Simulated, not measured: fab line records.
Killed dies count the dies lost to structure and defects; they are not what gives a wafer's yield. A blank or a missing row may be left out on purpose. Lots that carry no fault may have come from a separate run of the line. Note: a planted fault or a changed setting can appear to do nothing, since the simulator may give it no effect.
fab line records -- flow sky130
record: lots: 7, wafers: 19, last-day: 49
route steps=708 shown METAL1@446 VIA1@458 PAD_OPEN@708
lots that met no fault: from a run of the same line without faults
start-h: start of the lot's first displayed wafer, in hours after the record's first day -- wait-h: hours elapsed since this lot's preceding step -- " repeats the value in the row above -- L1.1+2: a single row standing in for several wafers -- - either no value or no given start -- * or withheld: withheld -- < > ~ a bound
route shown NAME@n: names a module that has steps shown in the file, with the first one's number in the route -- usual: the fault-free wafers' mean and standard deviation -- same: alike in all rows -- chamber/n: place in a boat -- sites: each site's reading -- _std_site: standard deviation of those values -- _edge_site: mean of outer sites minus mean of inner sites -- radius-mm: for every site, how far away it sits from the centre of the wafer -- mask NAME#n: copy n -- behind: the last tool/chamber to shape the wafer -- hold: the reason the lot was held/the length of the hold in hours/how it ended -- device: which transistor (n, p or np) failed to switch -- end of line: the tests these same wafers got at the end of their route -- a step without rows: its recipe alone -- killed: at the first sort, the dies lost to defects and structure; wafer yield is something else -- map: per-die view of a wafer (x killed, . not killed, _ where there is no die)
set.NAME: the setting as run; set.NAME@STEP: as run at that earlier step -- model.NAME: the simulator's own value behind a step, which no gauge read
lots seen at some steps along the route; tables by step, rows by wafer
services: when a tool's chamber went out of use (start-h, in hours from the record's first day, below 0 if earlier), for how many hours, and the reason
== steps ==
step: SKY_METAL1_EXPOSE_12
recipe: mask-id: MM1, na: 0.8, source-shape: annular, sigma-inner: 0.55, sigma-outer: 0.85, target-cd-nm: 140, dose-mj: 28
step: SKY_METAL1_PEB_13
recipe: peb-temp-c: withheld, peb-time-s: withheld, resist: KrF-thick
step: SKY_METAL1_DEVELOP_14
recipe: develop-time-s: 60, resist: KrF-thick, dev-temp-c: 21
step: SKY_METAL1_CD_MEAS_15
recipe: target-cd-nm: 140
usual: cd-nm: 140.2/1.5
lot.wafer,tool,chamber,start-h,wait-h,cd-nm
L356.2,cd-sem-02,-,731.58,-,138.8
L356.3,cd-sem-02,-,731.58,-,140.6
L356.5,cd-sem-02,-,731.58,-,140.3
L357.1,cd-sem-02,-,767.42,-,142.1
L357.5,cd-sem-02,-,767.42,-,142.2
L357.6,cd-sem-02,-,767.42,-,141.5
L361.2,cd-sem-01,-,808.38,-,138.7
L361.3,cd-sem-01,-,808.38,-,137.7
L362.2,cd-sem-02,-,815.74,-,137.8
L362.5,cd-sem-02,-,815.74,-,138.3
L362.6,cd-sem-02,-,815.74,-,140.0
L363.1,cd-sem-01,-,830.26,-,140.8
L363.3,cd-sem-01,-,830.26,-,141.5
L368.2,cd-sem-02,-,908.99,-,141.7
L368.4,cd-sem-02,-,908.99,-,141.1
L368.6,cd-sem-02,-,908.99,-,141.1
L374.1,cd-sem-02,-,911.07,-,139.4
L374.4,cd-sem-02,-,911.07,-,139.9
L374.6,cd-sem-02,-,911.07,-,138.8
step: SKY_METAL1_OVL_MEAS_16
usual: METAL1_OVL: 1/5.2
lot.wafer,tool,chamber,start-h,wait-h,METAL1_OVL[nm]
L356.2,overlay-01,-,731.69,0.1,6
L356.3,overlay-01,-,731.69,0.1,4
L356.5,overlay-01,-,731.69,0.1,2
L357.1,overlay-01,-,767.54,0.1,5
L357.5,overlay-01,-,767.54,0.1,9
L357.6,overlay-01,-,767.54,0.1,8
L361.2,overlay-02,-,808.49,0.1,1
L361.3,overlay-02,-,808.49,0.1,-6
L362.2,overlay-01,-,815.85,0.1,7
L362.5,overlay-01,-,815.85,0.1,9
L362.6,overlay-01,-,815.85,0.1,3
L363.1,overlay-02,-,830.38,0.1,4
L363.3,overlay-02,-,830.38,0.1,-2
L368.2,overlay-02,-,909.10,0.1,5
L368.4,overlay-02,-,909.10,0.1,-3
L368.6,overlay-02,-,909.10,0.1,-1
L374.1,overlay-01,-,911.19,0.1,-4
L374.4,overlay-01,-,911.19,0.1,-6
L374.6,overlay-01,-,911.19,0.1,-1
step: SKY_METAL1_DESCUM_17
recipe: chemistry: O2, source-power-w: 150, bias-power-w: 0, pressure-mtorr: 10, temp-c: 40, time-s: 8
usual: drypump-motor-current-A: 5.6/0.35, oes-product-au: 1.001/0.007, rf-fwd-power-W: 147.0/0.85
lot.wafer,tool,chamber,start-h,wait-h,drypump-motor-current-A,oes-product-au,rf-fwd-power-W,rf-hours-counter-h
L356.2,rie-metal-02,0,731.73,0.0,5.7,0.995,147.2,-
L356.3,rie-metal-02,0,731.73,0.0,5.7,0.997,146.4,-
L356.5,rie-metal-02,0,731.73,0.0,5.7,1.002,146.6,-
L357.1,rie-metal-03,0,767.58,0.0,6.0,1.002,146.7,1
L357.5,rie-metal-03,1,767.58,0.0,5.2,1.013,147.0,-
L357.6,rie-metal-03,0,767.58,0.0,6.0,1.009,147.4,-
L361.2,rie-metal-04,0,808.52,0.0,6.1,1.005,146.7,9
L361.3,rie-metal-04,0,808.52,0.0,6.0,1.010,146.6,-
L362.2,rie-metal-02,1,815.88,0.0,5.1,0.997,147.2,16
L362.5,rie-metal-02,1,815.88,0.0,5.1,0.998,147.6,-
L362.6,rie-metal-02,0,815.88,0.0,5.7,0.992,146.5,-
L363.1,rie-metal-04,0,830.42,0.0,6.0,0.996,146.7,10
L363.3,rie-metal-04,0,830.42,0.0,6.1,1.003,146.4,-
L368.2,rie-metal-03,0,909.13,0.0,6.0,0.998,147.5,7
L368.4,rie-metal-03,1,909.13,0.0,5.2,1.014,147.5,-
L368.6,rie-metal-03,1,909.13,0.0,5.2,1.005,147.2,-
L374.1,rie-metal-03,1,911.23,0.0,5.1,1.004,146.7,4
L374.4,rie-metal-03,1,911.23,0.0,5.1,0.999,146.0,-
L374.6,rie-metal-03,0,911.23,0.0,6.0,1.004,147.2,-
step: SKY_METAL1_ETCH_18
recipe: chemistry: N2/H2, target: BARC, ion-energy-ev: 200, bias-w: 100, pressure-mtorr: 30, n2-flow-sccm: 100, h2-flow-sccm: 200, icp-w: 500, stop-on: SiO2, time-s: 45.9, target-depth-a: 600
usual: drypump-motor-current-A: 5.6/0.35, oes-product-au: 0.854/0.0048, rf-fwd-power-W: 494.6/2.1, throttle-valve-pct: 13.224/0.0092
lot.wafer,tool,chamber,start-h,wait-h,drypump-motor-current-A,oes-product-au,rf-fwd-power-W,rf-hours-counter-h,throttle-valve-pct
L356.2,rie-metal-02,0,731.80,0.1,5.8,0.857,492.0,-,13.227
L356.3,rie-metal-02,0,731.80,0.1,5.8,0.861,493.4,-,13.226
L356.5,rie-metal-02,0,731.80,0.1,5.8,0.857,494.7,-,13.212
L357.1,rie-metal-03,0,767.61,0.0,6.0,0.856,495.4,1,13.221
L357.5,rie-metal-03,1,767.61,0.0,5.2,0.844,497.9,-,13.217
L357.6,rie-metal-03,0,767.61,0.0,6.0,0.856,498.3,-,13.229
L361.2,rie-metal-04,0,808.55,0.0,6.0,0.863,492.2,9,13.219
L361.3,rie-metal-04,0,808.55,0.0,6.1,0.854,494.4,-,13.239
L362.2,rie-metal-02,1,815.91,0.0,5.1,0.857,497.4,16,13.219
L362.5,rie-metal-02,1,815.91,0.0,5.1,0.855,497.0,-,13.219
L362.6,rie-metal-02,0,815.91,0.0,5.8,0.858,493.8,-,13.237
L363.1,rie-metal-04,0,830.45,0.0,6.1,0.863,491.5,10,13.214
L363.3,rie-metal-04,0,830.45,0.0,6.1,0.850,490.8,-,13.225
L368.2,rie-metal-03,0,909.16,0.0,6.1,0.858,492.6,7,13.223
L368.4,rie-metal-03,1,909.16,0.0,5.2,0.858,494.3,-,13.224
L368.6,rie-metal-03,1,909.16,0.0,5.2,0.851,495.4,-,13.216
L374.1,rie-metal-03,1,911.26,0.0,5.2,0.855,495.1,4,13.221
L374.4,rie-metal-03,1,911.26,0.0,5.2,0.856,495.2,-,13.239
L374.6,rie-metal-03,0,911.26,0.0,6.0,0.847,493.6,-,13.219
step: SKY_METAL1_METAL_ETCH_19
recipe: target-depth-a: 3600, stop-on: SiO2, over-etch-frac: 0.3, time-s: 78, chemistry: Cl2/BCl3, resist-sidewall-deg: 88, pressure-mtorr: 10, icp-w: 900, bias-w: 48.5, Cl2_flow_sccm: 60, bcl3-flow-sccm: 30
usual: drypump-motor-current-A: 5.6/0.35, oes-product-au: 0.853/0.0062, rf-fwd-power-W: 893/3.6, throttle-valve-pct: 22.265/0.008
same: over-etch-frac: 0.3
lot.wafer,tool,chamber,start-h,wait-h,drypump-motor-current-A,oes-product-au,rf-fwd-power-W,rf-hours-counter-h,throttle-valve-pct
L356.2,rie-metal-02,0,731.94,0.1,5.7,0.845,892,-,22.257
L356.3,rie-metal-02,0,731.94,0.1,5.7,0.846,891,-,22.271
L356.5,rie-metal-02,0,731.94,0.1,5.7,0.852,892,-,22.264
L357.1,rie-metal-03,0,767.67,0.0,6.0,0.845,896,1,22.274
L357.5,rie-metal-03,1,767.67,0.0,5.2,0.852,896,-,22.264
L357.6,rie-metal-03,0,767.67,0.0,6.0,0.851,898,-,22.276
L361.2,rie-metal-04,0,808.61,0.0,6.0,0.852,887,9,22.258
L361.3,rie-metal-04,0,808.61,0.0,6.0,0.865,889,-,22.268
L362.2,rie-metal-02,1,815.97,0.0,5.1,0.852,894,16,22.273
L362.5,rie-metal-02,1,815.97,0.0,5.1,0.854,898,-,22.267
L362.6,rie-metal-02,0,815.97,0.0,5.7,0.849,887,-,22.278
L363.1,rie-metal-04,0,830.51,0.0,6.0,0.856,890,10,22.256
L363.3,rie-metal-04,0,830.51,0.0,6.0,0.849,890,-,22.264
L368.2,rie-metal-03,0,909.22,0.0,6.0,0.869,889,7,22.263
L368.4,rie-metal-03,1,909.22,0.0,5.1,0.855,893,-,22.265
L368.6,rie-metal-03,1,909.22,0.0,5.1,0.849,893,-,22.266
L374.1,rie-metal-03,1,911.32,0.0,5.1,0.850,894,4,22.268
L374.4,rie-metal-03,1,911.32,0.0,5.2,0.855,896,-,22.263
L374.6,rie-metal-03,0,911.32,0.0,6.0,0.859,896,-,22.275
step: SKY_METAL1_STRIP_20
recipe: chemistry: O2/N2, power-w: 1400, pressure-mtorr: 1500, platen-temp-c: withheld, o2-flow-sccm: 3000, n2-flow-sccm: 300, overash-fraction: 0.5
usual: drypump-motor-current-A: 5.9/0.49, oes-product-au: 0.343/0.0045, strip-time-to-endpoint-s: 2.689/0.025
lot.wafer,tool,chamber,start-h,wait-h,drypump-motor-current-A,oes-product-au,rf-hours-counter-h,strip-time-to-endpoint-s
L356.2,plasma-asher-04,1,732.09,0.1,5.1,0.348,30,2.688
L356.3,plasma-asher-04,1,732.09,0.1,5.1,0.339,-,2.674
L356.5,plasma-asher-04,1,732.09,0.1,5.1,0.348,-,2.668
L357.1,plasma-asher-02,0,767.76,0.1,6.4,0.348,95,2.673
L357.5,plasma-asher-02,0,767.76,0.1,6.4,0.337,-,2.666
L357.6,plasma-asher-02,1,767.76,0.1,6.3,0.346,-,2.685
L361.2,plasma-asher-04,0,808.70,0.1,6.3,0.347,38,2.676
L361.3,plasma-asher-04,1,808.70,0.1,5.1,0.341,-,2.665
L362.2,plasma-asher-03,1,816.06,0.1,5.3,0.337,66,2.668
L362.5,plasma-asher-03,1,816.06,0.1,5.3,0.344,-,2.666
L362.6,plasma-asher-03,0,816.06,0.1,5.8,0.344,-,2.693
L363.1,plasma-asher-03,1,830.60,0.1,5.3,0.336,67,2.689
L363.3,plasma-asher-03,0,830.60,0.1,5.7,0.343,-,2.692
L368.2,plasma-asher-04,1,909.31,0.1,5.1,0.343,46,2.700
L368.4,plasma-asher-04,1,909.31,0.1,5.0,0.339,-,2.697
L368.6,plasma-asher-04,1,909.31,0.1,5.1,0.339,-,2.725
L374.1,plasma-asher-04,1,911.41,0.1,5.1,0.331,47,2.645
L374.4,plasma-asher-04,0,911.41,0.1,6.3,0.345,-,2.705
L374.6,plasma-asher-04,1,911.41,0.1,5.1,0.341,-,2.676
step: SKY_METAL1_STRIP_21
recipe: chemistry: post-etch-residue-remover, time-s: 1200, temp-c: 72.5
step: SKY_METAL1_CLEAN_22
recipe: chemistry: IPA, time-s: 180, temp-c: 25
step: SKY_METAL1_CLEAN_23
recipe: chemistry: O3/DIW, dry: n2-spin
step: SKY_VIA1_HDPCVD_00
recipe: material: SiO2, target-thk-nm: 1030, sigma-open-frac: 0.3, time-s: 171.7, temp-c: 400, sih4-flow-sccm: 60, pressure-mtorr: 6
usual: run-length-s: 199.8/0.59
lot.wafer,tool,chamber,start-h,wait-h,run-length-s,model.SiO2_of_VIA1_HDPCVD_00.thk-nm
L356.2,hdpcvd-01,1,732.68,0.0,200.5,1047
L356.3,hdpcvd-01,0,732.68,0.0,199.0,1045
L356.5,hdpcvd-01,0,732.68,0.0,199.0,1048
L357.1,hdpcvd-02,2,768.48,0.0,199.9,1037
L357.5,hdpcvd-02,1,768.48,0.0,200.5,1024
L357.6,hdpcvd-02,0,768.48,0.0,198.9,1025
L361.2,hdpcvd-02,0,809.30,0.0,214.5,1123
L361.3,hdpcvd-02,2,809.30,0.0,200.1,1012
L362.2,hdpcvd-02,2,816.69,0.0,215.7,1130
L362.5,hdpcvd-02,1,816.69,0.0,200.4,1040
L362.6,hdpcvd-02,0,816.69,0.0,199.0,1036
L363.1,hdpcvd-02,0,831.28,0.0,214.6,1130
L363.3,hdpcvd-02,1,831.28,0.0,200.9,1023
L368.2,hdpcvd-02,1,909.90,0.0,200.7,1034
L368.4,hdpcvd-02,0,909.90,0.0,199.0,1046
L368.6,hdpcvd-02,1,909.90,0.0,200.3,1027
L374.1,hdpcvd-01,2,912.00,0.0,200.5,1041
L374.4,hdpcvd-01,2,912.00,0.0,200.6,1025
L374.6,hdpcvd-01,1,912.00,0.0,199.8,1021
step: SKY_VIA1_THK_MEAS_01
recipe: reads: SiO2_of_VIA1_HDPCVD_00
usual: VIA1_HDPCVD_THK: 1028/10
lot.wafer,tool,chamber,start-h,wait-h,VIA1_HDPCVD_THK[nm]
L356.2,film-metro-04,-,732.80,0.1,1048
L356.3,film-metro-04,-,732.80,0.1,1045
L356.5,film-metro-04,-,732.80,0.1,1048
L357.1,film-metro-03,-,768.59,0.1,1037
L357.5,film-metro-03,-,768.59,0.1,1024
L357.6,film-metro-03,-,768.59,0.1,1026
L361.2,film-metro-03,-,809.42,0.1,1122
L361.3,film-metro-03,-,809.42,0.1,1012
L362.2,film-metro-03,-,816.81,0.1,1131
L362.5,film-metro-03,-,816.81,0.1,1040
L362.6,film-metro-03,-,816.81,0.1,1036
L363.1,film-metro-04,-,831.39,0.1,1129
L363.3,film-metro-04,-,831.39,0.1,1022
L368.2,film-metro-02,-,910.03,0.1,1034
L368.4,film-metro-02,-,910.03,0.1,1046
L368.6,film-metro-02,-,910.03,0.1,1028
L374.1,film-metro-03,-,912.12,0.1,1040
L374.4,film-metro-03,-,912.12,0.1,1024
L374.6,film-metro-03,-,912.12,0.1,1021
step: SKY_VIA1_CMP_02
recipe: material: SiO2, down-force-psi: 4, platen-rpm: 60, pad-velocity-m-s: 0.94248
usual: motor-current-A: 12.0/1.1, slurry-filter-dp-kPa: 13.48/0.15
lot.wafer,tool,chamber,start-h,wait-h,motor-current-A,slurry-filter-dp-kPa
L356.3,cmp-02,3,732.95,0.1,12.9,13.34
L356.2,cmp-02,0,732.95,0.1,11.9,13.45
L356.5,cmp-02,1,732.95,0.1,10.7,13.49
L357.1,cmp-01,2,768.70,0.1,12.5,13.41
L357.6,cmp-01,1,768.70,0.1,12.1,13.36
L357.5,cmp-01,2,768.70,0.1,11.8,13.42
L361.2,cmp-02,3,809.47,0.0,12.7,13.53
L361.3,cmp-02,1,809.47,0.0,11.2,13.60
L362.2,cmp-01,2,816.91,0.1,11.8,13.54
L362.6,cmp-01,1,816.91,0.1,12.5,13.36
L362.5,cmp-01,2,816.91,0.1,12.9,13.15
L363.3,cmp-01,0,831.55,0.1,10.3,13.33
L363.1,cmp-01,1,831.55,0.1,11.9,13.59
L368.4,cmp-02,2,910.08,0.0,14.2,13.17
L368.2,cmp-02,0,910.08,0.0,11.8,13.32
L368.6,cmp-02,3,910.08,0.0,12.8,13.24
L374.1,cmp-01,0,912.18,0.1,10.1,13.55
L374.4,cmp-01,1,912.18,0.1,12.4,13.48
L374.6,cmp-01,0,912.18,0.1,10.2,13.55
step: SKY_PAD_OPEN_PROBE_99
usual: defect-limited-yield: 82.5/1.8, killed_at_M0_to_M3: 43/6.6, killed_at_M4_up: 3.2/1.8, killed-at-contacts: 24/5, killed-at-front-end: 15/4.5, killed-at-other: 0.2/0.46, killed-dies: 86/8.8, killed-open: 48/6.6, killed-short: 38/6.1, sort_bin_3_pad_short: 0.8/0.42, sort_bin_5_function: 10.4/1.4, sort_bin_6_memory: 6.3/1, sort-n-pass: 406/8.8, sort-yield-pct: 82.5/1.8
same: gross-dies: 492, killed-at-back-side: 0, sort_bin_4_leakage[%]: 0, sort_bin_8_speed[%]: 0
lot.wafer,tool,chamber,start-h,wait-h,defect-limited-yield[%],killed_at_M0_to_M3,killed_at_M4_up,killed-at-contacts,killed-at-front-end,killed-at-other,killed-dies,killed-open,killed-short,sort_bin_3_pad_short[%],sort_bin_5_function[%],sort_bin_6_memory[%],sort-n-pass,sort-yield-pct[%]
L362.2,prober-02,-,1113.98,0.1,84.1,39,4,19,15,1,78,44,34,0.6,11.6,3.7,414,84.1
L362.5,prober-02,-,1114.13,0.2,81.5,37,5,28,21,0,91,48,43,0.6,11.0,6.9,401,81.5
L362.6,prober-02,-,1114.18,0.2,82.5,43,2,24,16,1,86,50,36,0.8,9.6,7.1,406,82.5
killed by level:class
L362.2 VIA1:geometric-particle:open=12 CONTACT:geometric-particle:open=7 VIA3:geometric-particle:open=6 METAL1:geometric-particle:short=5 VIA1:geometric-particle:short=5 FIELD_ISO:geometric-particle:open=4 FIELD_ISO:geometric-particle:short=4 LI_CONTACT:geometric-particle:open=4
L362.5 VIA1:geometric-particle:open=10 LI_CONTACT:geometric-particle:open=9 VIA2:geometric-particle:open=8 METAL2:geometric-particle:short=7 LOCAL_INTERCONNECT:geometric-particle:short=6 CONTACT:geometric-particle:open=6 POLY_GATE:geometric-particle:short=5 FIELD_ISO:geometric-particle:open=4
L362.6 FIELD_ISO:geometric-particle:open=8 VIA1:geometric-particle:open=8 VIA2:geometric-particle:open=8 LI_CONTACT:geometric-particle:open=7 CONTACT:geometric-particle:open=7 VIA3:geometric-particle:open=6 VIA1:geometric-particle:short=6 CONTACT:geometric-particle:short=5
== services ==
tool,chamber,start-h,hours,kind
rie-metal-03,0,708.59,-,clean
rie-metal-04,1,711.70,3.0,repair
cmp-02,-,713.51,1.7,repair
cmp-02,-,718.87,1.0,repair
rie-metal-02,-,726.13,1.0,repair
rie-metal-02,1,727.55,5.7,repair
cmp-01,-,744.16,4.0,pm
hdpcvd-01,-,745.38,0.3,repair
cmp-02,-,763.09,6.6,pm
hdpcvd-02,-,794.16,2.8,pm
cmp-01,-,807.91,5.2,repair
rie-metal-02,-,811.97,0.2,repair
cmp-02,-,816.19,2.3,repair
plasma-asher-04,-,835.60,14.6,pm
plasma-asher-02,-,835.97,7.1,repair
hdpcvd-01,-,857.18,22.1,repair
hdpcvd-02,2,866.81,11.0,repair
plasma-asher-03,-,886.89,0.4,repair
cmp-02,-,893.04,1.4,repair
rie-metal-03,-,893.75,14.6,pm
cmp-02,-,902.98,0.9,repair
hdpcvd-01,-,908.04,1.2,repair
hdpcvd-02,0,910.12,14.1,repair
cmp-02,-,912.00,4.0,pm
== key ==
first-sign: step: SKY_VIA1_HDPCVD_00, reading: run-length-s, direction: up, sigmas: 26, usual: *, struck: *
effect: step: SKY_VIA1_THK_MEAS_01, reading: VIA1_HDPCVD_THK, direction: up, sigmas: 9.6, usual: 1028, struck: 1127
model-effect: step: SKY_VIA1_HDPCVD_00, value: SiO2_of_VIA1_HDPCVD_00.thk-nm, without: 1033, struck: 1128
met-at SKY_VIA1_HDPCVD_00
struck-wafers L361.2,L362.2,L363.1
onset-between 768.48 809.30
fault: kind: process-parameter-drift, tool: hdpcvd-02, chamber: -, onset-h: 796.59, steps: SKY_VIA1_HDPCVD_00, channel: time-s, offset: *, shape: step, end-h: 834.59, scope: struck-wafers-only, acts-in: *, stated: *
